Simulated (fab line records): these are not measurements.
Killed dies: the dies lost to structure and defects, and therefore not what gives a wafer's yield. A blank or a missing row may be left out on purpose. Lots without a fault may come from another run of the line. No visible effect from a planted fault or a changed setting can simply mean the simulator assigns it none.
Matching of chambers -- flow sky130 -- cmp-02 running SKY_VIA3_CMP_02: 4 sister chambers
The step polishes SiO2. 4 wafers are shown with their chamber, then 9 later ones without.

## EACH WAFER AND ITS CHAMBER
wafer,chamber,motor current A (A)
L293.2,2,12.9
L304.2,1,13.5
L304.4,0,11.7
L304.5,3,11.7

## WAFERS WITH NO CHAMBER GIVEN
wafer,motor current A (A)
L305.2,11.4
L305.5,11.7
L305.6,12.2
L306.4,13.6
L306.5,13.6
L306.6,11.1
L307.1,13.6
L307.2,12.3
L307.5,13.1

## EACH ONE'S CHAMBER
wafer,from the rows above,in truth
L305.2,can't be placed: 0 or 3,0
L305.5,can't be placed: 0 or 3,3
L305.6,can't be placed: 0 or 3 or 2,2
L306.4,can't be placed: 1 or 2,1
L306.5,can't be placed: 1 or 2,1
L306.6,can't be placed: 0 or 3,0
L307.1,can't be placed: 1 or 2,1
L307.2,can't be placed: 2 or 0 or 3 or 1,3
L307.5,can't be placed: 2 or 1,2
Correct placement for 0 of the 9. Can't be placed from these rows: 9 (the true chamber is among the candidates in 9). Number placed wrongly: 0.
How it was worked out, from the rows above alone: a wafer's distance from a chamber is the root of the sum, over the readings, of the square of ((its reading less the chamber's mean) divided by the reading's scatter). The wafer belongs to the nearest chamber; if the next one is less than 2 further off, it can't be placed. A chamber's mean is the mean of its shown wafers. The scatter: root of mean squared gap, hidden wafer to nearest shown wafer, with one shown wafer a chamber.
